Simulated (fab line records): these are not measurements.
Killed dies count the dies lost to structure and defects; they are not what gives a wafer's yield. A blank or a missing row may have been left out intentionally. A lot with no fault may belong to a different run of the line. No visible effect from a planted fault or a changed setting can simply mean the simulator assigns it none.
Struck lot and sound lot, side by side || flow sky130 || 16 out of 708 route steps
Sound: the wafers L237.1, L237.4, L237.6. Wafers L246.1, L246.2, L246.3 were the ones struck. The cause is given at the end.
Order at every step that has rows: each side's tool, ch and its chambers, its first start. Under that, the readings that differ: sound wafers || struck wafers || difference of the means || sigmas: that difference in standard deviations of wafers without a fault.
alike: same words and numbers on both sides, and readings whose means sit less than 2 such deviations apart. not compared: any withheld reading, any reading some wafer has no value for, any bound like >300 that may hide the same value, and any number with overlapping values for which the record gives no deviation.
A row with sigmas, a row that says differs or no value, or rows on one side alone: a step with any of these is where the two part. Numbers that don't overlap but have no deviation are shown without sigmas and don't part them. Lack of a reading on every wafer of one side parts them only where that side has two or more wafers.

SKY_SD_N_OVL_MEAS_08:
  sound on overlay-01 at day 28 23:42; struck on overlay-01 at day 32 02:10
  alike: SD_N_OVL
then, 2 steps without rows for these wafers: SKY_SD_N_IMPLANT_09; SKY_SD_N_IMPLANT_10.
SKY_SD_N_STRIP_11: strips in O2/N2.
  sound on plasma-asher-01 ch 0,1, day 29 00:02; struck on plasma-asher-02 ch 0,1, day 32 02:30
  alike: drypump-motor-current-A, oes-product-au, strip-time-to-endpoint-s
  not compared: rf-hours-counter-h
SKY_SD_N_TW_MEAS_12:
  sound on film-metro-03 at day 29 00:08; struck on film-metro-03 at day 32 02:36
  alike: SD_N_TW
then, 1 step without rows for these wafers: SKY_SD_N_CLEAN_13 (cleans in SC1/SC2, time 150 s).
SKY_SD_N_RTA_14: time 2 s.
  sound on rtp-anneal-01 ch 0, day 29 00:15; struck on rtp-anneal-02 ch 0, day 32 02:43
  alike: lamp-power-pct, wafer_temp_C_max
SKY_SD_N_RS_MEAS_16: measurement is done with a four-point probe.
  sound on film-metro-03 at day 29 00:25; struck on film-metro-01 at day 32 02:53
  alike: SD_N_RS
SKY_SD_N_RS_MEAS_17: measurement is done with a four-point probe.
  sound on film-metro-03 at day 29 00:32; struck on film-metro-01 at day 32 03:00
  alike: SD_P_RS
SKY_SD_N_RS_MEAS_18: measurement is done with a four-point probe.
  sound on film-metro-03 at day 29 00:40; struck on film-metro-01 at day 32 03:07
  alike: RES_XHIGH_RS
then, 1 step without rows for these wafers: SKY_SALICIDE_CLEAN_00 (cleans in HF-last, time 30 s).
SKY_LI_CONTACT_HDPCVD_00: deposits PSG, target thk 930 nm, time 155 s.
  sound on hdpcvd-02 ch 1,2, day 29 00:48; struck on hdpcvd-02 ch 0,1,2, day 32 03:16
{"reading": "sih4-flow-sccm (sccm)", "sound": "60.22 60.11 60.01", "struck": "71.81 71.64 71.99", "difference": "+11.70", "sigmas": "+65"}
{"reading": "model.PSG_of_LI_CONTACT_HDPCVD_00.thk-nm (nm)", "sound": "930.2 933.1 941.9", "struck": "1119 1119 1121", "difference": "+185", "sigmas": ""}
SKY_LI_CONTACT_THK_MEAS_01:
  sound on film-metro-01 at day 29 00:54; struck on film-metro-03 at day 32 03:22
{"reading": "LI_CONTACT_HDPCVD_THK (nm)", "sound": "930 934 942", "struck": "1119 1120 1120", "difference": "+184", "sigmas": "+20"}
SKY_LI_CONTACT_CMP_02: polishes PSG.
  sound on cmp-01 ch 0,2,3, day 29 01:04; struck on cmp-02 ch 0,2,3, day 32 03:37
{"reading": "time-to-endpoint-s (s)", "sound": "32 34 37", "struck": "48 49 48", "difference": "+14", "sigmas": "+5"}
  alike: edge-zone-pressure-frac, motor-current-A
SKY_LI_CONTACT_BOW_MEAS_03:
  sound on film-metro-01 at day 29 01:16; struck on film-metro-01 at day 32 03:55
  alike: LI_CONTACT_BOW
-- record jumps: 17 days separate the struck wafers' starts on either side; left off in module LI_CONTACT, taken up again in module PAD_OPEN, whose first shown step is the route's number 708 --
SKY_PAD_OPEN_PROBE_99:
  sound on prober-02 at day 46 16:39; struck on prober-01 at day 48 22:40
{"reading": "killed-at-contacts", "sound": "20 15 17", "struck": "27 37 22", "difference": "+11", "sigmas": "+2"}
  alike: killed_at_M0_to_M3, killed_at_M4_up, killed-at-front-end, killed-at-other, killed-dies, killed-on-rim, killed-open, killed-short

== WHERE THEY PART ==
At SKY_LI_CONTACT_HDPCVD_00 first; at SKY_PAD_OPEN_PROBE_99 last (within this record only).

WHY: what the simulator had put in
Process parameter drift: hdpcvd-02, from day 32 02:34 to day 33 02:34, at SKY_LI_CONTACT_HDPCVD_00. Setting sih4-flow-sccm shifted by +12 from 60. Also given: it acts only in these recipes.
